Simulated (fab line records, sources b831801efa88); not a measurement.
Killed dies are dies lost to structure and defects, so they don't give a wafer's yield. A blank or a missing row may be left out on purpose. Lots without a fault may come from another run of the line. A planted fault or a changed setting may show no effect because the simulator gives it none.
Which tool did it? | flow sky130 | 12 lots, 36 wafers sampled, at 4 steps of a route of 708

WHAT THE GAUGES READ, wafer by wafer
SKY_SD_P_CD_MEAS_07: target cd 380 nm. Usual: cd_nm 379.7 nm, standard deviation 2.6.
lot  | measured     | on        | cd_nm (nm)        | flag
L458 | day 25 05:35 | cd_sem-01 | 375.7 378.8 376.7 |
L460 | day 26 02:40 | cd_sem-02 | 379.2 380.5 379.9 |
L461 | day 26 13:05 | cd_sem-02 | 378.2 375.8 374.3 |
L463 | day 27 14:53 | cd_sem-02 | 384.5 379.5 381.2 |
L465 | day 28 06:25 | cd_sem-01 | 378.7 378.5 376.9 |
L466 | day 28 12:58 | cd_sem-01 | 378.6 382.1 382.4 |
L467 | day 28 18:37 | cd_sem-02 | 378.0 382.9 379.2 |
L468 | day 29 00:53 | cd_sem-01 | 403.8 408.4 407.4 | OFF
L477 | day 32 02:02 | cd_sem-02 | 379.1 380.8 380.6 |
L478 | day 32 08:10 | cd_sem-02 | 385.4 386.2 383.6 |
L480 | day 33 01:20 | cd_sem-01 | 373.9 378.0 376.2 |
L481 | day 33 08:46 | cd_sem-01 | 381.3 381.4 377.7 |

SKY_LI_CONTACT_OVL_MEAS_13. Usual: LI_CONTACT_OVL -1 nm, standard deviation 4.7.
lot  | measured     | on         | LI_CONTACT_OVL (nm) | flag
L458 | day 28 21:41 | overlay-01 | -7 -1 -4            |
L460 | day 29 19:31 | overlay-02 | -2 -11 -7           |
L461 | day 30 04:16 | overlay-02 | -1 1 10             |
L463 | day 31 05:29 | overlay-02 | -8 -4 -5            |
L465 | day 31 19:59 | overlay-01 | -7 -1 -5            |
L466 | day 32 02:20 | overlay-02 | 3 4 3               |
L467 | day 32 07:29 | overlay-01 | -1 1 10             |
L468 | day 32 13:32 | overlay-01 | 4 10 1              |
L477 | day 35 12:01 | overlay-02 | -11 -9 -3           |
L478 | day 35 17:49 | overlay-02 | 4 2 5               |
L480 | day 36 10:10 | overlay-01 | 0 -8 4              |
L481 | day 36 16:27 | overlay-02 | 1 2 1               |

WHICH TOOL RAN EACH LOT (tool, then ch and the chambers of the sampled wafers, then the start)
lot  | SKY_POLY_CUT_ETCH_10               | SKY_SD_P_EXPOSE_04
L458 | rie_diel-02 ch 0,2, day 23 23:26   | iline_stepper-01 ch 0, day 24 14:25
L460 | rie_diel-02 ch 0,1,3, day 24 21:43 | iline_stepper-01 ch 0, day 25 12:52
L461 | rie_diel-04 ch 0,1, day 25 08:08   | iline_stepper-01 ch 0, day 25 22:27
L463 | rie_diel-03 ch 0,1, day 26 09:55   | iline_stepper-02 ch 0, day 27 00:35
L465 | rie_diel-02 ch 0,1,2, day 27 01:23 | iline_stepper-01 ch 0, day 27 16:19
L466 | rie_diel-04 ch 0,2, day 27 08:42   | iline_stepper-02 ch 0, day 27 23:38
L467 | rie_diel-04 ch 1,2,3, day 27 14:04 | iline_stepper-02 ch 0, day 28 04:38
L468 | rie_diel-04 ch 0,3, day 27 21:17   | iline_stepper-02 ch 0, day 28 10:55
L477 | rie_diel-02 ch 0,3, day 30 22:38   | iline_stepper-02 ch 0, day 31 12:08
L478 | rie_diel-03 ch 0,1,3, day 31 04:33 | iline_stepper-02 ch 0, day 31 19:10
L480 | rie_diel-03 ch 1,2,3, day 31 21:47 | iline_stepper-01 ch 0, day 32 11:56
L481 | rie_diel-04 ch 1,2,3, day 32 05:26 | iline_stepper-02 ch 0, day 32 19:01
- SKY_POLY_CUT_ETCH_10: etches BARC in N2/H2, stops on SiO2, time 45.9 s, target depth 60 nm.
- SKY_SD_P_EXPOSE_04: exposes mask PSDM, target cd 380 nm.

WHAT THE TOOLS THEMSELVES READ (means of the sampled wafers that have a number; where no wafer has one, the mark that the record gives instead)
SKY_POLY_CUT_ETCH_10. Usual: bias_w 99.97 W, standard deviation 0.29; chamber_pressure_mTorr 30.002 mTorr, standard deviation 0.027; drypump_motor_current_A 6.0 A, standard deviation 0.39; h2_flow_sccm 200.1 sccm, standard deviation 0.58; oes_product_au 0.856 a.u., standard deviation 0.0048; throttle_valve_pct 13.225 %, standard deviation 0.0091.
lot  | tool        | bias_w (W) | chamber_pressure_mTorr (mTorr) | drypump_motor_current_A (A) | h2_flow_sccm (sccm) | oes_product_au (a.u.) | throttle_valve_pct (%) | flag
L458 | rie_diel-02 | 99.91      | 30.007                         | 6.1                         | 200.2               | 0.858                 | 13.219                 |
L460 | rie_diel-02 | 100.04     | 30.015                         | 5.7                         | 200.5               | 0.856                 | 13.227                 |
L461 | rie_diel-04 | 99.74      | 29.999                         | 6.2                         | 200.7               | 0.858                 | 13.226                 |
L463 | rie_diel-03 | 100.13     | 29.988                         | 5.9                         | 199.6               | 0.857                 | 13.227                 |
L465 | rie_diel-02 | 100.08     | 30.010                         | 5.8                         | 200.2               | 0.847                 | 13.220                 |
L466 | rie_diel-04 | 99.89      | 30.020                         | 6.2                         | 200.4               | 0.855                 | 13.228                 |
L467 | rie_diel-04 | 99.87      | 30.002                         | 6.3                         | 200.7               | 0.858                 | 13.232                 |
L468 | rie_diel-04 | 100.11     | 29.984                         | 6.5                         | 201.1               | 0.859                 | 13.215                 |
L477 | rie_diel-02 | 99.92      | 30.000                         | 5.9                         | 200.0               | 0.852                 | 13.228                 |
L478 | rie_diel-03 | 100.24     | 30.001                         | 5.8                         | 200.2               | 0.855                 | 13.231                 |
L480 | rie_diel-03 | 99.65      | 29.988                         | 5.6                         | 200.1               | 0.850                 | 13.220                 |
L481 | rie_diel-04 | 99.92      | 29.989                         | 6.2                         | 200.9               | 0.857                 | 13.227                 |

THE ANSWER, worked out from the rows above alone
Rule: a lot is off if the mean of its wafers that have a number lies more than 3 standard deviations from the usual mean. A lot without any number at a reading at which 4 lots or more have one is off too. The other lots that the step has rows for count as sound. The gauges are gone through in route order, then the tools' own readings, and for those a lot's mean is taken as printed above. The first step at which some lot is off is used, and at that step the reading that is off furthest; a lot without a number counts as furthest.
Off: L468, at SKY_SD_P_CD_MEAS_07 (cd_nm).
A tool fits if, at a process step before that reading, it ran every lot that is off, and no sound lot after the first of them. The gauges at SKY_SD_P_CD_MEAS_07 are tried like those tools. None of those tried fits.

WHAT THE SIMULATOR HAD PUT IN
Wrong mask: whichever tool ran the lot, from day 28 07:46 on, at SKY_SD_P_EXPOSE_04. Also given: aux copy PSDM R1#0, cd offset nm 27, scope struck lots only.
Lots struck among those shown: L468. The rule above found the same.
